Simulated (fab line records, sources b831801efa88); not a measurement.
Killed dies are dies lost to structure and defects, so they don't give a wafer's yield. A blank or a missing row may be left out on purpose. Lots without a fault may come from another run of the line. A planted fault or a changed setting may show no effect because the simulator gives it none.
Chamber matching | flow sky130 | SKY_FIELD_ISO_ETCH_17 on rie_si-01: 4 sister chambers
The step etches Si in HBr/Cl2/O2, target depth 342 nm, time 97.7 s. 7 wafers are shown with their chamber, then 7 later ones without.

WAFERS WITH THEIR CHAMBER
wafer  | chamber | drypump_motor_current_A (A) | he_backside_leak_sccm (sccm)
L696.2 | 0       | 5.72                        | 2.67
L697.1 | 3       | 5.99                        | 2.54
L697.6 | 1       | 5.63                        | 2.73
L699.1 | 0       | 5.71                        | 2.80
L699.5 | 2       | 5.74                        | 2.85
L704.2 | 1       | 5.63                        | 2.63
L704.3 | 2       | 5.72                        | 3.07

WAFERS WITHOUT THEIR CHAMBER
wafer  | drypump_motor_current_A (A) | he_backside_leak_sccm (sccm)
L704.5 | 5.71                        | 3.28
L705.4 | 5.64                        | 2.43
L705.5 | 5.99                        | 2.64
L705.6 | 5.69                        | 2.70
L707.1 | 5.70                        | 2.75
L707.3 | 5.63                        | 2.75
L707.6 | 5.71                        | 3.02

WHICH CHAMBER EACH WENT THROUGH
wafer  | from the rows above     | in truth
L704.5 | can't be placed: 2 or 0 | 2
L705.4 | 1                       | 1
L705.5 | 3                       | 3
L705.6 | 0                       | 0
L707.1 | 0                       | 0
L707.3 | 1                       | 1
L707.6 | can't be placed: 2 or 0 | 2
Placed correctly: 5 of 7. Can't be placed from these rows: 2 (the true chamber is among the candidates in 2). Placed wrongly: 0.
How it was worked out, from the rows above alone: a wafer's distance from a chamber is the root of the sum, over the readings, of the square of ((its reading less the chamber's mean) divided by the reading's scatter). The wafer belongs to the nearest chamber; if the next one is less than 2 further off, it can't be placed. A chamber's mean is the mean of its shown wafers. The scatter: the root of (the sum of the squares of (reading less its chamber's mean) over the shown wafers, divided by (wafers less chambers)).
